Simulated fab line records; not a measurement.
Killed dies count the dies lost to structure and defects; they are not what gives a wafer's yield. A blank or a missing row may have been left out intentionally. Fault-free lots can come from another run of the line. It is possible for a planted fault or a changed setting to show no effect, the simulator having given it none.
Which of the tools did it? :: flow gf180mcu :: 7 lots with 21 wafers sampled at 2 steps, on a route of 602 steps

WHAT EACH GAUGE READ, for each wafer
GF_M1_THK_MEAS_06: measures by xrf.
lot: L669
measured: day 17 08:44
on: film_metro-04
M1_ALCU_THK (nm): 454 446 458

lot: L672
measured: day 18 13:38
on: film_metro-03
M1_ALCU_THK (nm): 447 448 446

lot: L674
measured: day 19 03:50
on: film_metro-03
M1_ALCU_THK (nm): 496 507 493

lot: L676
measured: day 19 20:47
on: film_metro-04
M1_ALCU_THK (nm): 502 502 497

lot: L681
measured: day 21 15:19
on: film_metro-03
M1_ALCU_THK (nm): 445 448 448

lot: L683
measured: day 22 06:11
on: film_metro-02
M1_ALCU_THK (nm): 449 447 452

lot: L688
measured: day 23 19:25
on: film_metro-02
M1_ALCU_THK (nm): 445 457 453

EACH LOT AND THE TOOL THAT RAN IT (in order: tool; ch and the chambers of the sampled wafers; start)
lot: L669
GF_M1_SPUTTER_04: pvd_sputter-02, day 17 08:34

lot: L672
GF_M1_SPUTTER_04: pvd_sputter-02, day 18 13:29

lot: L674
GF_M1_SPUTTER_04: pvd_sputter-02, day 19 03:39

lot: L676
GF_M1_SPUTTER_04: pvd_sputter-01, day 19 20:37

lot: L681
GF_M1_SPUTTER_04: pvd_sputter-04, day 21 15:09

lot: L683
GF_M1_SPUTTER_04: pvd_sputter-01, day 22 06:01

lot: L688
GF_M1_SPUTTER_04: pvd_sputter-04, day 23 19:16
- GF_M1_SPUTTER_04: material TiN, target thk 50 nm, time 41.7 s.

THE ANSWER, worked out from the rows above alone
Rule: what is usual is taken from the lots themselves. Put in order of their means at a reading, lots are off if they are a third of the lots or fewer, leave a main group of 4 or more, and stand apart from it by a gap of 3 or more times the standard deviation of the main group's means; of several such gaps the widest counts. Not used: any main group whose means are identical at the precision the tables above print for the reading. Also off: a lot with no number at a reading for which 4 or more lots have one. All remaining lots with rows at the step are treated as sound.
Off: at GF_M1_THK_MEAS_06 (M1_ALCU_THK), L674, L676. For the main group the mean is 450 nm and the standard deviation 2.3.
If a tool, at a process step before that reading, ran all the lots that are off and no sound lot after the first of them, it fits. Gauges at GF_M1_THK_MEAS_06: tried the same way as those tools. Of those tried, none fits.

WHAT THE SIMULATOR HAD INSERTED
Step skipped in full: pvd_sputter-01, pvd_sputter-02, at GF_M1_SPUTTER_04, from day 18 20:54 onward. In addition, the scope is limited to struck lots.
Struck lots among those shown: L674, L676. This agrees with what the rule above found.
